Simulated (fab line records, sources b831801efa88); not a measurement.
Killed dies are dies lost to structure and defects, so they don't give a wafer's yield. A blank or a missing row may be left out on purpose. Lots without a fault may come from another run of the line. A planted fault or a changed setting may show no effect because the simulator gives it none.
One fault seen from 2 desks | flow sky130 | each desk has only its own numbers; what lay behind them comes last

THE METROLOGY DESK
What the gauges read, lot by lot, whatever tool the lot ran on: means of the sampled wafers that have a number. A lot is out of limits, marked OUT, if its mean lies more than 4 standard deviations from the usual mean; the brackets give that distance.
Columns: A = VIA4_W_RS at SKY_VIA4_RS_MEAS_19, usual 0.226 ohm/sq; B = VIA4_W_THK at SKY_VIA4_THK_MEAS_20, usual 514 nm
lot  | first seen here | A     | B
L588 | day 42 18:45    | 0.228 | 515
L594 | day 45 08:22    | 0.221 | 517
L600 | day 46 07:48    | 0.228 | 506
L606 | day 47 21:55    | 0.227 | 519
L610 | day 48 12:07    | 0.225 | 505
This desk's finding: nothing out of limits on any of the 5 lots.

THE TOOL OWNER'S DESK: pvd_sputter-02
The tool's own readings at SKY_METAL5_SPUTTER_03 (material Ti, target thk 5 nm, time 3.3 s): means of the sampled wafers that have a number, for each lot that ran on this tool. A lot is out of limits, marked OUT, if its mean lies more than 4 standard deviations from the usual mean; the brackets give that distance.
Columns: A = throttle_valve_pct at SKY_METAL5_SPUTTER_03, usual 29.8 %
lot  | first seen here | A
L600 | day 46 08:45    | 29.1
L606 | day 47 22:30    | 27.6
This desk's finding: nothing out of limits on any of the 2 lots.

PUT TOGETHER
The metrology desk saw nothing out of limits.
The tool owner's desk saw nothing out of limits.

WHAT THE SIMULATOR HAD PUT IN
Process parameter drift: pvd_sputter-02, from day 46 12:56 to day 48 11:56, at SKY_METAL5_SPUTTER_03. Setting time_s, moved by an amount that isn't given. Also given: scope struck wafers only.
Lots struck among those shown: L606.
